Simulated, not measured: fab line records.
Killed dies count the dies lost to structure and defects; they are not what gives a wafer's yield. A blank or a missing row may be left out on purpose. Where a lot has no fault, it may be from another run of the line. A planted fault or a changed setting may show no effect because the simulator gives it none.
Lot-split experiment / flow gf180mcu / route with 602 steps; 5 lots, 23 wafers read

## ON THE SPLIT
At GF_M1_PEB_12 (peb time 90 s), the setting peb_temp_c was moved away from the recipe's 135 C on 8 of the 23 wafers read, by -3.0% to -1.5%. This setting was run at the recipe's value on the other wafers.

## BETWEEN THE SPLIT AND THE READING: the file shows 1 step in between
- GF_M1_DEVELOP_13: develop time 60 s

## THE READING
Shown in nm: cd_nm at GF_M1_CD_MEAS_14, with target cd 230 nm. Typical for fault-free wafers on this fab line: 230.1 nm, with standard deviation 1.1 nm.

wafer=L074.1; tool, chamber at the split=litho_track-01, 0; peb_temp_c as run, C=135; against the recipe=recipe; cd_nm, nm=230.8; against lot-mates on the recipe=-
wafer=L074.2; tool, chamber at the split=litho_track-01, 0; peb_temp_c as run, C=135; against the recipe=recipe; cd_nm, nm=231.0; against lot-mates on the recipe=-
wafer=L074.3; tool, chamber at the split=litho_track-01, 0; peb_temp_c as run, C=135; against the recipe=recipe; cd_nm, nm=230.6; against lot-mates on the recipe=-
wafer=L078.1; tool, chamber at the split=litho_track-03, 0; peb_temp_c as run, C=135; against the recipe=recipe; cd_nm, nm=229.6; against lot-mates on the recipe=-
wafer=L078.2; tool, chamber at the split=litho_track-03, 0; peb_temp_c as run, C=135; against the recipe=recipe; cd_nm, nm=230.3; against lot-mates on the recipe=-
wafer=L078.3; tool, chamber at the split=litho_track-03, 0; peb_temp_c as run, C=135; against the recipe=recipe; cd_nm, nm=229.8; against lot-mates on the recipe=-
wafer=L078.4; tool, chamber at the split=litho_track-03, 0; peb_temp_c as run, C=135; against the recipe=recipe; cd_nm, nm=229.3; against lot-mates on the recipe=-
wafer=L078.6; tool, chamber at the split=litho_track-03, 0; peb_temp_c as run, C=135; against the recipe=recipe; cd_nm, nm=230.2; against lot-mates on the recipe=-
wafer=L081.1; tool, chamber at the split=litho_track-01, 0; peb_temp_c as run, C=135; against the recipe=recipe; cd_nm, nm=230.5; against lot-mates on the recipe=-
wafer=L081.3; tool, chamber at the split=litho_track-01, 0; peb_temp_c as run, C=135; against the recipe=recipe; cd_nm, nm=229.9; against lot-mates on the recipe=-
wafer=L081.4; tool, chamber at the split=litho_track-01, 0; peb_temp_c as run, C=131; against the recipe=-3.0%; cd_nm, nm=244.0; against lot-mates on the recipe=+13.8
wafer=L081.5; tool, chamber at the split=litho_track-01, 0; peb_temp_c as run, C=131; against the recipe=-3.0%; cd_nm, nm=243.5; against lot-mates on the recipe=+13.3
wafer=L081.6; tool, chamber at the split=litho_track-01, 0; peb_temp_c as run, C=131; against the recipe=-3.0%; cd_nm, nm=243.7; against lot-mates on the recipe=+13.5
wafer=L082.1; tool, chamber at the split=litho_track-03, 0; peb_temp_c as run, C=135; against the recipe=recipe; cd_nm, nm=229.3; against lot-mates on the recipe=-
wafer=L082.3; tool, chamber at the split=litho_track-03, 0; peb_temp_c as run, C=133; against the recipe=-1.5%; cd_nm, nm=235.9; against lot-mates on the recipe=+5.8
wafer=L082.4; tool, chamber at the split=litho_track-03, 0; peb_temp_c as run, C=135; against the recipe=recipe; cd_nm, nm=230.8; against lot-mates on the recipe=-
wafer=L082.5; tool, chamber at the split=litho_track-03, 0; peb_temp_c as run, C=133; against the recipe=-1.5%; cd_nm, nm=235.4; against lot-mates on the recipe=+5.3
wafer=L082.6; tool, chamber at the split=litho_track-03, 0; peb_temp_c as run, C=133; against the recipe=-1.5%; cd_nm, nm=235.9; against lot-mates on the recipe=+5.8
wafer=L085.1; tool, chamber at the split=litho_track-01, 0; peb_temp_c as run, C=135; against the recipe=recipe; cd_nm, nm=228.6; against lot-mates on the recipe=-
wafer=L085.2; tool, chamber at the split=litho_track-01, 0; peb_temp_c as run, C=135; against the recipe=recipe; cd_nm, nm=228.1; against lot-mates on the recipe=-
wafer=L085.3; tool, chamber at the split=litho_track-01, 0; peb_temp_c as run, C=133; against the recipe=-1.5%; cd_nm, nm=232.9; against lot-mates on the recipe=+4.7
wafer=L085.4; tool, chamber at the split=litho_track-01, 0; peb_temp_c as run, C=135; against the recipe=recipe; cd_nm, nm=227.9; against lot-mates on the recipe=-
wafer=L085.6; tool, chamber at the split=litho_track-01, 0; peb_temp_c as run, C=133; against the recipe=-1.5%; cd_nm, nm=233.8; against lot-mates on the recipe=+5.6

FIT RESULTS
A straight line over all 23 wafers: cd_nm changes by -4.41 nm for each +1% of peb_temp_c; r = -0.97; the points scatter about the line by 1.3 nm.
The same after taking each lot's own level away (the mean of its wafers on the recipe; 23 wafers): -4.37 nm for each +1%; r = -0.99; scatter 0.65 nm.
According to that fit, moving peb_temp_c by its largest amount changes the reading by 13 nm.
From 228.20 to 230.80 nm: that is the span of the lots' own levels, equal to 2.4 times the standard deviation above.
The two slopes agree, so the slope changes little with the lot-to-lot level.
Check: +12.5 nm against its lot-mates is what the line predicts for one of the wafers moved furthest among these (-3.0%) when that wafer is left out of the fit. It came out at +13.8 nm against them.

## ADDITIONAL SPLITS CARRIED BY THESE WAFERS
These wafers also went through other splits before the reading. Each is held against what the fit with the lots' levels taken away leaves over:
other split on the same wafers=GF_CONTACT_ETCH_16 ion_energy_ev; wafers away from the commonest value=6; r with cd_nm (lot level and that fit taken away)=-0.32
other split on the same wafers=GF_CONTACT_CVD_24 temp_c; wafers away from the commonest value=6; r with cd_nm (lot level and that fit taken away)=+0.07
other split on the same wafers=GF_M1_SPUTTER_02 time_s; wafers away from the commonest value=4; r with cd_nm (lot level and that fit taken away)=-0.13

## THE WHOLE CHAIN: every reading that the file lists as answering this split, in the file's order
step=GF_M1_CD_MEAS_14; what it does=target cd 230 nm; reading=cd_nm; change (the file's fit)=-4.28 nm for each +1% of the setting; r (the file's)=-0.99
step=GF_M1_METAL_ETCH_16; what it does=etches the open film in Cl2/BCl3, stops on SiO2, target depth 627.5 nm, time 104.6 s; reading=M1.cd_nm (the simulator's own value, which no gauge read); change (the file's fit)=-4.27 nm for each +1% of the setting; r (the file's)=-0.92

## THE FILE'S OWN FIT
cd_nm changes by -4.28 nm for each +1% of peb_temp_c, r = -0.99.
